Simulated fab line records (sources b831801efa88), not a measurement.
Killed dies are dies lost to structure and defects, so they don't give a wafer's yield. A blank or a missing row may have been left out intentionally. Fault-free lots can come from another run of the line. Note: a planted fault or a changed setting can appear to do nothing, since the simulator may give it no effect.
fab line records | flow sky130 | part 2 of 2: steps 44 to 44 of 44
record: lots: 6 | wafers: 18 | lastDay: 50
route steps=708 shown VIA3@588 METAL4@598 CAP2M@603 PAD_OPEN@708
lots untouched by any fault: they come from a run of this same line in which no faults occurred
startH: hours from the record's first day to the start of the lot's first wafer shown | waitH: hours from the lot's prior step to this one | " unchanged from the row above | L1.1+2: a single row standing in for several wafers | - no value, or no start was given | * or withheld: withheld | < > ~ a bound
route shown NAME@n: NAME is a module with steps in the file, n the number in the route of the first one | usual: average and standard deviation across the fault-free wafers | same: alike in all rows | chamber/n: place in a boat | sites: readings site by site | _std_site: standard deviation of those values | _edge_site: the outer-site mean with the inner-site mean subtracted | radiusMm: for every site, how far away it sits from the centre of the wafer | mask NAME#n: copy n | behind: the last tool/chamber to shape the wafer | hold: why the lot went on hold/how many hours it stayed there/how the hold came to an end | device: which transistor (n, p or np) failed to switch | end of line: tests of these same wafers at the route's end | for a step that has no rows: nothing shown but its recipe | killed: at the first sort, the dies lost to defects and structure; wafer yield is something else | map: per-die view of a wafer (x killed, . not killed, _ where there is no die)
set.NAME: the setting that was run; set.NAME@STEP: the one run at that earlier step | model.NAME: the simulator's own value behind a step, which no gauge read
lots at selected steps of the route; one table per step, one row per wafer
services: from which hour (startH, from the record's first day; less than 0 if before it) a tool's chamber was out of use, for how many hours, and why
== steps ==
step: SKY_PAD_OPEN_PROBE_99
usual: defectLimitedYield: 82.1/1.7 | killed_at_M0_to_M3: 44/6.4 | killed_at_M4_up: 3.0/1.8 | killedAtContacts: 24/5 | killedAtFrontEnd: 16/4.3 | killedAtOther: 0.4/0.76 | killedDies: 88/8.6 | killedOpen: 47/7.2 | killedShort: 40/5.5 | sort_bin_3_pad_short: 0.9/0.44 | sort_bin_5_function: 10.6/1.5 | sort_bin_6_memory: 6.4/1.2 | sortNPass: 404/8.6 | sortYieldPct: 82.1/1.7
same: grossDies: 492 | killedAtBackSide: 0 | sort_bin_4_leakage[%]: 0 | sort_bin_8_speed[%]: 0
lot.wafer | tool      | chamber | startH  | waitH | defectLimitedYield[%] | killed_at_M0_to_M3 | killed_at_M4_up | killedAtContacts | killedAtFrontEnd | killedAtOther | killedDies | killedOpen | killedShort | sort_bin_3_pad_short[%] | sort_bin_5_function[%] | sort_bin_6_memory[%] | sortNPass | sortYieldPct[%] | model.etest.met4.lineOhmUm | model.etest.met4.rsOhmSq
L816.1    | prober-01 | -       | 1117.60 | 0.1   | 82.5                  | 33                 | 4               | 24               | 25               | 0             | 86         | 51         | 35          | 0.4                     | 11.4                   | 5.7                  | 406       | 82.5            | 0.1409                     | 0.04248
L816.4    | prober-01 | -       | 1117.75 | 0.2   | 78.5                  | 47                 | 5               | 39               | 15               | 0             | 106        | 63         | 43          | 1.8                     | 11.6                   | 8.1                  | 386       | 78.5            | 0.1399                     | 0.04226
L816.5    | prober-01 | -       | 1117.80 | 0.2   | 82.5                  | 40                 | 4               | 27               | 15               | 0             | 86         | 37         | 49          | 1.4                     | 10.6                   | 5.5                  | 406       | 82.5            | 0.1411                     | 0.04235
L817.1    | prober-02 | -       | 1119.43 | 0.1   | 82.1                  | 44                 | 7               | 20               | 16               | 1             | 88         | 41         | 46          | 1.6                     | 10.4                   | 5.9                  | 404       | 82.1            | 0.1397                     | 0.04247
L817.2    | prober-02 | -       | 1119.48 | 0.1   | 80.3                  | 51                 | 5               | 25               | 16               | 0             | 97         | 52         | 45          | 1.0                     | 12.4                   | 6.3                  | 395       | 80.3            | 0.1416                     | 0.04251
L817.5    | prober-02 | -       | 1119.63 | 0.2   | 83.9                  | 33                 | 3               | 19               | 23               | 1             | 79         | 42         | 37          | 1.8                     | 8.3                    | 5.9                  | 413       | 83.9            | 0.1438                     | 0.04361
L818.2    | prober-01 | -       | 1122.93 | 0.1   | 81.7                  | 41                 | 2               | 29               | 16               | 2             | 90         | 46         | 44          | 1.2                     | 10.6                   | 6.5                  | 402       | 81.7            | 0.1246                     | 0.03799
L818.4    | prober-01 | -       | 1123.03 | 0.2   | 82.1                  | 44                 | 2               | 25               | 15               | 2             | 88         | 45         | 42          | 0.6                     | 11.6                   | 5.7                  | 404       | 82.1            | 0.1281                     | 0.03852
L818.5    | prober-01 | -       | 1123.08 | 0.2   | 85.2                  | 36                 | 2               | 20               | 14               | 1             | 73         | 41         | 32          | 1.2                     | 9.3                    | 4.3                  | 419       | 85.2            | 0.1279                     | 0.03859
L825.2    | prober-02 | -       | 1154.12 | 0.1   | 80.7                  | 35                 | 5               | 28               | 26               | 1             | 95         | 55         | 38          | 0.8                     | 11.4                   | 7.1                  | 397       | 80.7            | 0.1253                     | 0.03788
L825.4    | prober-02 | -       | 1154.22 | 0.2   | 83.3                  | 38                 | 3               | 26               | 15               | 0             | 82         | 38         | 43          | 1.2                     | 9.8                    | 5.7                  | 410       | 83.3            | 0.124                      | 0.03793
L825.6    | prober-02 | -       | 1154.32 | 0.2   | 82.7                  | 44                 | 1               | 22               | 18               | 0             | 85         | 45         | 40          | 1.0                     | 8.3                    | 7.9                  | 407       | 82.7            | 0.1246                     | 0.03789
L829.1    | prober-02 | -       | 1182.43 | 0.1   | 81.7                  | 39                 | 12              | 18               | 21               | 0             | 90         | 51         | 36          | 1.0                     | 11.2                   | 6.1                  | 402       | 81.7            | 0.1373                     | 0.04161
L829.3    | prober-02 | -       | 1182.53 | 0.2   | 81.5                  | 43                 | 2               | 30               | 15               | 1             | 91         | 52         | 39          | 0.6                     | 11.6                   | 6.3                  | 401       | 81.5            | 0.1423                     | 0.04199
L829.4    | prober-02 | -       | 1182.58 | 0.2   | 84.8                  | 39                 | 4               | 24               | 8                | 0             | 75         | 39         | 33          | 1.4                     | 7.7                    | 6.1                  | 417       | 84.8            | 0.1399                     | 0.04245
L831.1    | prober-02 | -       | 1190.37 | 0.1   | 82.1                  | 37                 | 3               | 29               | 19               | 0             | 88         | 44         | 43          | 0.4                     | 11.4                   | 6.1                  | 404       | 82.1            | 0.1405                     | 0.04223
L831.2    | prober-02 | -       | 1190.42 | 0.1   | 81.7                  | 45                 | 5               | 26               | 13               | 1             | 90         | 50         | 40          | 1.0                     | 10.2                   | 7.1                  | 402       | 81.7            | 0.1386                     | 0.04223
L831.5    | prober-02 | -       | 1190.57 | 0.2   | 80.7                  | 45                 | 6               | 30               | 14               | 0             | 95         | 50         | 44          | 0.6                     | 9.3                    | 9.3                  | 397       | 80.7            | 0.1385                     | 0.04259
killed by level:class
L816.1 FIELD_ISO:geometricParticle:short=10 CONTACT:geometricParticle:open=10 VIA3:geometricParticle:open=10 FIELD_ISO:geometricParticle:open=8 VIA1:geometricParticle:open=7 LOCAL_INTERCONNECT:geometricParticle:short=5 LI_CONTACT:geometricParticle:open=4 CONTACT:geometricParticle:short=4
L816.4 CONTACT:geometricParticle:open=18 VIA3:geometricParticle:open=10 CONTACT:geometricParticle:short=7 VIA2:geometricParticle:open=7 VIA1:geometricParticle:open=7 VIA1:geometricParticle:short=5 LI_CONTACT:geometricParticle:open=5 FIELD_ISO:geometricParticle:short=4
L816.5 VIA1:geometricParticle:open=8 CONTACT:geometricParticle:short=7 CONTACT:geometricParticle:open=7 VIA1:geometricParticle:short=6 VIA2:geometricParticle:open=6 FIELD_ISO:geometricParticle:short=5 LI_CONTACT:geometricParticle:short=5 METAL1:geometricParticle:short=5
L817.1 VIA2:geometricParticle:open=9 LI_CONTACT:geometricParticle:open=7 VIA1:geometricParticle:open=7 VIA1:geometricParticle:short=6 METAL4:geometricParticle:short=6 METAL1:geometricParticle:short=6 CONTACT:geometricParticle:open=6 FIELD_ISO:geometricParticle:short=5
L817.2 CONTACT:geometricParticle:open=12 VIA1:geometricParticle:open=8 VIA2:geometricParticle:open=8 METAL3:geometricParticle:short=7 METAL2:geometricParticle:short=7 VIA2:geometricParticle:short=7 LI_CONTACT:geometricParticle:open=6 VIA3:geometricParticle:open=4
L817.5 CONTACT:geometricParticle:open=11 POLY_GATE:geometricParticle:open=6 VIA3:geometricParticle:open=6 FIELD_ISO:geometricParticle:short=5 VIA1:geometricParticle:open=5 FIELD_ISO:geometricParticle:open=4 METAL3:geometricParticle:short=4 VIA3:geometricParticle:short=4
L818.2 CONTACT:geometricParticle:open=10 VIA1:geometricParticle:open=9 VIA2:geometricParticle:open=9 CONTACT:geometricParticle:short=8 POLY_GATE:geometricParticle:short=7 VIA3:geometricParticle:open=5 LI_CONTACT:geometricParticle:short=4 LI_CONTACT:geometricParticle:open=4
L818.4 CONTACT:geometricParticle:open=7 CONTACT:geometricParticle:short=7 VIA2:geometricParticle:open=7 METAL1:geometricParticle:short=6 LI_CONTACT:geometricParticle:open=6 FIELD_ISO:geometricParticle:open=5 VIA1:geometricParticle:open=5 METAL2:geometricParticle:short=5
L818.5 VIA3:geometricParticle:open=10 CONTACT:geometricParticle:short=6 VIA1:geometricParticle:open=6 LI_CONTACT:geometricParticle:open=5 CONTACT:geometricParticle:open=5 METAL2:geometricParticle:short=5 FIELD_ISO:geometricParticle:open=4 POLY_GATE:geometricParticle:short=3
L825.2 CONTACT:geometricParticle:open=15 VIA1:geometricParticle:open=8 POLY_GATE:geometricParticle:short=7 VIA2:geometricParticle:open=7 LI_CONTACT:geometricParticle:open=6 VIA1:geometricParticle:short=6 FIELD_ISO:geometricParticle:short=5 METAL2:geometricParticle:short=5
L825.4 LI_CONTACT:geometricParticle:open=11 FIELD_ISO:geometricParticle:short=8 CONTACT:geometricParticle:open=7 VIA1:geometricParticle:open=7 METAL1:geometricParticle:short=6 VIA3:geometricParticle:open=5 CONTACT:geometricParticle:short=5 VIA2:geometricParticle:short=5
L825.6 CONTACT:geometricParticle:open=13 VIA2:geometricParticle:open=9 METAL1:geometricParticle:short=7 VIA1:geometricParticle:short=7 CONTACT:geometricParticle:short=6 VIA3:geometricParticle:open=6 FIELD_ISO:geometricParticle:short=5 POLY_GATE:geometricParticle:short=5
L829.1 VIA1:geometricParticle:open=13 CONTACT:geometricParticle:open=8 METAL4:geometricParticle:short=8 FIELD_ISO:geometricParticle:open=7 VIA1:geometricParticle:short=6 FIELD_ISO:geometricParticle:short=5 LI_CONTACT:geometricParticle:open=5 METAL1:geometricParticle:short=5
L829.3 LI_CONTACT:geometricParticle:open=9 CONTACT:geometricParticle:open=9 VIA1:geometricParticle:short=8 VIA1:geometricParticle:open=8 VIA2:geometricParticle:open=6 VIA3:geometricParticle:open=5 LI_CONTACT:geometricParticle:short=5 METAL2:geometricParticle:short=4
L829.4 CONTACT:geometricParticle:open=9 VIA1:geometricParticle:open=9 VIA3:geometricParticle:open=5 LI_CONTACT:geometricParticle:open=5 CONTACT:geometricParticle:short=5 FIELD_ISO:geometricParticle:short=4 LOCAL_INTERCONNECT:geometricParticle:short=4 VIA2:geometricParticle:open=4
L831.1 CONTACT:geometricParticle:open=12 VIA1:geometricParticle:open=9 VIA3:geometricParticle:open=7 FIELD_ISO:geometricParticle:short=6 CONTACT:geometricParticle:short=6 VIA2:geometricParticle:open=6 POLY_GATE:geometricParticle:open=5 LOCAL_INTERCONNECT:geometricParticle:short=5
L831.2 VIA2:geometricParticle:open=9 CONTACT:geometricParticle:open=8 CONTACT:geometricParticle:short=7 VIA3:geometricParticle:open=7 LI_CONTACT:geometricParticle:open=6 VIA1:geometricParticle:open=5 METAL2:geometricParticle:short=5 METAL3:geometricParticle:short=5
L831.5 CONTACT:geometricParticle:open=12 VIA1:geometricParticle:open=12 LI_CONTACT:geometricParticle:open=7 VIA2:geometricParticle:open=7 FIELD_ISO:geometricParticle:short=5 CONTACT:geometricParticle:short=5 VIA1:geometricParticle:short=5 POLY_GATE:geometricParticle:short=4
== services ==
tool           | chamber | startH  | hours | kind
cmp-01         | -       | 972.54  | 0.9   | repair
cmp-02         | -       | 988.06  | 0.8   | repair
pvdSputter-03  | -       | 999.83  | 1.9   | repair
pvdSputter-02  | 1       | 1003.46 | -     | consumableReplace:kit
pvdSputter-02  | 1       | 1003.46 | 18.0  | scheduledDown
pvdSputter-01  | -       | 1008.39 | 2.2   | repair
cmp-01         | -       | 1018.19 | 0.4   | repair
pecvd-01       | 1       | 1019.66 | 4.4   | repair
pvdSputter-04  | -       | 1020.70 | 25.5  | repair
pecvd-01       | -       | 1025.72 | 0.9   | repair
pvdSputter-03  | -       | 1029.83 | 0.6   | repair
pvdSputter-04  | -       | 1037.26 | 3.9   | repair
rieMetal-02    | -       | 1037.84 | 0.4   | repair
pecvd-03       | 0       | 1040.67 | 20.7  | repair
pecvd-01       | 0       | 1045.82 | 23.9  | repair
pvdSputter-03  | -       | 1054.86 | 1.7   | repair
plasmaAsher-03 | -       | 1055.25 | 9.0   | pm
pvdSputter-04  | -       | 1067.73 | 3.7   | repair
pvdSputter-03  | -       | 1069.94 | 2.9   | repair
pvdSputter-04  | -       | 1080.07 | 1.6   | repair
cmp-01         | -       | 1084.03 | 4.0   | pm
pecvd-01       | 0       | 1099.85 | 2.1   | repair
plasmaAsher-03 | -       | 1101.62 | 9.0   | repair
cmp-02         | -       | 1109.47 | 4.2   | pm
== key ==
firstSign: step: SKY_METAL4_METAL_ETCH_18 | reading: oesProductAu | direction: up | sigmas: 6.6 | usual: 0.868 | struck: 0.917
effect none on later readings
modelEffect: step: SKY_METAL4_SPUTTER_02 | value: AlCu_of_METAL4_SPUTTER_02.thkNm | without: 738.2 | struck: 823.3
modelEffect: step: SKY_PAD_OPEN_PROBE_99 | value: etest.met4.lineOhmUm | without: 0.1404 | struck: 0.1258
metAt SKY_METAL4_SPUTTER_02
struckWafers L818.2,L818.4,L818.5,L825.2,L825.4,L825.6
onsetBetween 983.68 987.12
alsoFits SKY_METAL4_SPUTTER_03:pvdSputter-02,SKY_CAP2M_CVD_00:pecvd-01
fault: kind: processParameterDrift | tool: pvdSputter-02 | chamber: - | onsetH: 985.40 | steps: SKY_METAL4_SPUTTER_02 | channel: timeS | offset: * | shape: step | endH: 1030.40 | actsIn: * | stated: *
